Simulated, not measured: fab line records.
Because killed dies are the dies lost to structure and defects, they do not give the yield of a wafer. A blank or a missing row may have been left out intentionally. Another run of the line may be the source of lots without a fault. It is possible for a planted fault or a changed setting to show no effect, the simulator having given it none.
What tool caused it? || flow gf180mcu || 13 lots with 39 wafers sampled at 3 steps, on a route of 602 steps

## WHAT THE GAUGES SHOWED, per wafer
GF_MVPSD_OVL_MEAS_07.
{"lot": "L699", "measured": "day 5 02:44", "on": "overlay-01", "MVPSD_OVL (nm)": "-0.5 -3.0 -1.7"}
{"lot": "L700", "measured": "day 5 09:05", "on": "overlay-01", "MVPSD_OVL (nm)": "-0.8 -4.0 -2.8"}
{"lot": "L701", "measured": "day 5 12:30", "on": "overlay-01", "MVPSD_OVL (nm)": "-0.4 -2.3 -1.0"}
{"lot": "L703", "measured": "day 6 00:26", "on": "overlay-01", "MVPSD_OVL (nm)": "-1.9 -0.2 -1.2"}
{"lot": "L706", "measured": "day 7 02:02", "on": "overlay-02", "MVPSD_OVL (nm)": "-1.1 -1.2 0.2"}
{"lot": "L707", "measured": "day 7 04:48", "on": "overlay-02", "MVPSD_OVL (nm)": "2.5 1.6 -0.1"}
{"lot": "L711", "measured": "day 8 02:38", "on": "overlay-01", "MVPSD_OVL (nm)": "-3.7 -1.5 -0.9"}
{"lot": "L712", "measured": "day 8 06:02", "on": "overlay-01", "MVPSD_OVL (nm)": "0.4 -1.1 -0.7"}
{"lot": "L713", "measured": "day 8 13:27", "on": "overlay-02", "MVPSD_OVL (nm)": "-1.9 -2.8 -2.1"}
{"lot": "L715", "measured": "day 8 20:38", "on": "overlay-02", "MVPSD_OVL (nm)": "-0.4 -1.7 -1.3"}
{"lot": "L717", "measured": "day 9 10:47", "on": "overlay-01", "MVPSD_OVL (nm)": "0.2 -0.5 -0.7"}
{"lot": "L721", "measured": "day 10 08:17", "on": "overlay-01", "MVPSD_OVL (nm)": "-1.1 -1.2 -1.2"}
{"lot": "L722", "measured": "day 10 15:15", "on": "overlay-01", "MVPSD_OVL (nm)": "-0.7 0.2 -0.1"}

GF_VT_IMPLANT_RS_MEAS_46: the measuring method here is four-point-probe.
{"lot": "L699", "measured": "day 7 15:26", "on": "filmMetro-04", "MVSD_RS (ohm/sq)": "457.6 458.0 457.1"}
{"lot": "L700", "measured": "day 7 22:45", "on": "filmMetro-04", "MVSD_RS (ohm/sq)": "457.8 457.7 458.0"}
{"lot": "L701", "measured": "day 8 00:31", "on": "filmMetro-02", "MVSD_RS (ohm/sq)": "457.2 458.1 459.2"}
{"lot": "L703", "measured": "day 8 14:45", "on": "filmMetro-02", "MVSD_RS (ohm/sq)": "457.3 458.6 457.2"}
{"lot": "L706", "measured": "day 9 18:16", "on": "filmMetro-02", "MVSD_RS (ohm/sq)": "457.4 457.2 457.6"}
{"lot": "L707", "measured": "day 9 22:20", "on": "filmMetro-02", "MVSD_RS (ohm/sq)": "458.0 458.4 458.3"}
{"lot": "L711", "measured": "day 10 22:36", "on": "filmMetro-02", "MVSD_RS (ohm/sq)": "458.3 457.8 456.4"}
{"lot": "L712", "measured": "day 11 02:23", "on": "filmMetro-01", "MVSD_RS (ohm/sq)": "454.2 455.6 454.8"}
{"lot": "L713", "measured": "day 11 10:45", "on": "filmMetro-01", "MVSD_RS (ohm/sq)": "456.5 455.6 456.5"}
{"lot": "L715", "measured": "day 11 19:19", "on": "filmMetro-01", "MVSD_RS (ohm/sq)": "456.4 456.6 457.5"}
{"lot": "L717", "measured": "day 12 09:59", "on": "filmMetro-04", "MVSD_RS (ohm/sq)": "458.3 457.6 458.5"}
{"lot": "L721", "measured": "day 13 12:05", "on": "filmMetro-01", "MVSD_RS (ohm/sq)": "458.0 456.9 458.6"}
{"lot": "L722", "measured": "day 13 17:16", "on": "filmMetro-02", "MVSD_RS (ohm/sq)": "455.0 455.9 457.3"}

## WHICH TOOL RAN EACH LOT (tool, then ch and the chambers of the sampled wafers, then the start)
{"lot": "L699", "GF_VT_IMPLANT_STRIP_31": "plasmaAsher-03 ch 0,1, day 6 23:55"}
{"lot": "L700", "GF_VT_IMPLANT_STRIP_31": "plasmaAsher-02 ch 0,1, day 7 06:55"}
{"lot": "L701", "GF_VT_IMPLANT_STRIP_31": "plasmaAsher-03 ch 0,1, day 7 09:13"}
{"lot": "L703", "GF_VT_IMPLANT_STRIP_31": "plasmaAsher-02 ch 0,1, day 7 22:37"}
{"lot": "L706", "GF_VT_IMPLANT_STRIP_31": "plasmaAsher-03 ch 0, day 9 01:28"}
{"lot": "L707", "GF_VT_IMPLANT_STRIP_31": "plasmaAsher-03 ch 0,1, day 9 04:33"}
{"lot": "L711", "GF_VT_IMPLANT_STRIP_31": "plasmaAsher-03 ch 0, day 10 04:39"}
{"lot": "L712", "GF_VT_IMPLANT_STRIP_31": "plasmaAsher-02 ch 0,1, day 10 08:49"}
{"lot": "L713", "GF_VT_IMPLANT_STRIP_31": "plasmaAsher-02 ch 0,1, day 10 16:19"}
{"lot": "L715", "GF_VT_IMPLANT_STRIP_31": "plasmaAsher-02 ch 0,1, day 11 00:40"}
{"lot": "L717", "GF_VT_IMPLANT_STRIP_31": "plasmaAsher-01 ch 0,1, day 11 15:10"}
{"lot": "L721", "GF_VT_IMPLANT_STRIP_31": "plasmaAsher-01 ch 0,1, day 12 15:54"}
{"lot": "L722", "GF_VT_IMPLANT_STRIP_31": "plasmaAsher-01 ch 0,1, day 12 21:47"}
- GF_VT_IMPLANT_STRIP_31: strips in O2/N2.

## AS READ BY THE TOOLS THEMSELVES (means over the sampled wafers that have a number; for cases with no such wafer, the mark the record gives instead)
GF_VT_IMPLANT_STRIP_31.
{"lot": "L699", "tool": "plasmaAsher-03", "drypumpMotorCurrentA (A)": 5.8, "heaterPowerW (W)": 310, "o2FlowSccm (sccm)": 2992, "oesProductAu (a.u.)": 0.719, "platenTempC (C)": 250.02, "stripTimeToEndpointS (s)": 12.71}
{"lot": "L700", "tool": "plasmaAsher-02", "drypumpMotorCurrentA (A)": 5.8, "heaterPowerW (W)": 328, "o2FlowSccm (sccm)": 2992, "oesProductAu (a.u.)": 0.717, "platenTempC (C)": 249.90, "stripTimeToEndpointS (s)": 12.66}
{"lot": "L701", "tool": "plasmaAsher-03", "drypumpMotorCurrentA (A)": 5.8, "heaterPowerW (W)": 315, "o2FlowSccm (sccm)": 3008, "oesProductAu (a.u.)": 0.717, "platenTempC (C)": 249.94, "stripTimeToEndpointS (s)": 12.63}
{"lot": "L703", "tool": "plasmaAsher-02", "drypumpMotorCurrentA (A)": 6.2, "heaterPowerW (W)": 342, "o2FlowSccm (sccm)": 2995, "oesProductAu (a.u.)": 0.716, "platenTempC (C)": 249.95, "stripTimeToEndpointS (s)": 12.69}
{"lot": "L706", "tool": "plasmaAsher-03", "drypumpMotorCurrentA (A)": 5.7, "heaterPowerW (W)": 313, "o2FlowSccm (sccm)": 3007, "oesProductAu (a.u.)": 0.716, "platenTempC (C)": 249.96, "stripTimeToEndpointS (s)": 12.66}
{"lot": "L707", "tool": "plasmaAsher-03", "drypumpMotorCurrentA (A)": 5.8, "heaterPowerW (W)": 296, "o2FlowSccm (sccm)": 2996, "oesProductAu (a.u.)": 0.666, "platenTempC (C)": 244.42, "stripTimeToEndpointS (s)": 14.14}
{"lot": "L711", "tool": "plasmaAsher-03", "drypumpMotorCurrentA (A)": 5.7, "heaterPowerW (W)": 300, "o2FlowSccm (sccm)": 3004, "oesProductAu (a.u.)": 0.668, "platenTempC (C)": 244.11, "stripTimeToEndpointS (s)": 14.13}
{"lot": "L712", "tool": "plasmaAsher-02", "drypumpMotorCurrentA (A)": 6.2, "heaterPowerW (W)": 343, "o2FlowSccm (sccm)": 3001, "oesProductAu (a.u.)": 0.716, "platenTempC (C)": 250.10, "stripTimeToEndpointS (s)": 12.67}
{"lot": "L713", "tool": "plasmaAsher-02", "drypumpMotorCurrentA (A)": 5.8, "heaterPowerW (W)": 326, "o2FlowSccm (sccm)": 3009, "oesProductAu (a.u.)": 0.719, "platenTempC (C)": 249.89, "stripTimeToEndpointS (s)": 12.60}
{"lot": "L715", "tool": "plasmaAsher-02", "drypumpMotorCurrentA (A)": 5.8, "heaterPowerW (W)": 329, "o2FlowSccm (sccm)": 3002, "oesProductAu (a.u.)": 0.717, "platenTempC (C)": 249.93, "stripTimeToEndpointS (s)": 12.64}
{"lot": "L717", "tool": "plasmaAsher-01", "drypumpMotorCurrentA (A)": 5.4, "heaterPowerW (W)": 338, "o2FlowSccm (sccm)": 3000, "oesProductAu (a.u.)": 0.716, "platenTempC (C)": 249.88, "stripTimeToEndpointS (s)": 12.60}
{"lot": "L721", "tool": "plasmaAsher-01", "drypumpMotorCurrentA (A)": 5.4, "heaterPowerW (W)": 333, "o2FlowSccm (sccm)": 2999, "oesProductAu (a.u.)": 0.712, "platenTempC (C)": 249.98, "stripTimeToEndpointS (s)": 12.60}
{"lot": "L722", "tool": "plasmaAsher-01", "drypumpMotorCurrentA (A)": 5.4, "heaterPowerW (W)": 340, "o2FlowSccm (sccm)": 2996, "oesProductAu (a.u.)": 0.713, "platenTempC (C)": 250.02, "stripTimeToEndpointS (s)": 12.65}

## THE ANSWER, worked out from the rows above alone
Rule: usual is defined by the lots themselves. Put in order of their means at a reading, lots are off if they are a third of the lots or fewer, leave a main group of 4 or more, and stand apart from it by a gap of 3 or more times the standard deviation of the main group's means; of several such gaps the widest counts. A main group is skipped when, at the precision printed for the reading in the tables above, its means are all equal. Also off: a lot with no number at a reading for which 4 or more lots have one. Any other lot the step has rows for is counted as sound. After the gauges, taken in route order, come the tools' own readings; for these a lot's mean is taken, as printed above. The first step at which some lot is off is used, and at that step the reading that is off furthest; a lot without a number counts as furthest.
Off: L707, L711, at GF_VT_IMPLANT_STRIP_31 (platenTempC). The main group has a mean of 249.96 C with a standard deviation of 0.063.
A tool fits if, at that step or a process step before it, it ran every lot that is off, and no sound lot after the first of them. One fits: plasmaAsher-03 at GF_VT_IMPLANT_STRIP_31. A fault onset in the window from L706 (day 9 01:28, its last sound lot) to L707 (day 9 04:33, its first lot off) fits.
The tool's own readings at GF_VT_IMPLANT_STRIP_31 bear it out: on the lots that are off they differ by more than 5 times the standard deviation of the sound lots' means. oesProductAu reads 0.667 a.u. there against 0.716 a.u. on the sound lots; platenTempC reads 244.26 C there against 249.96 C on the sound lots; stripTimeToEndpointS reads 14.14 s there against 12.65 s on the sound lots.

## WHAT THE SIMULATOR PUT IN
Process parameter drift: plasmaAsher-03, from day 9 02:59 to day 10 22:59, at GF_VT_IMPLANT_STRIP_31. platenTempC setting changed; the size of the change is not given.
Shown lots that were struck: L707, L711. Same finding as the rule above.
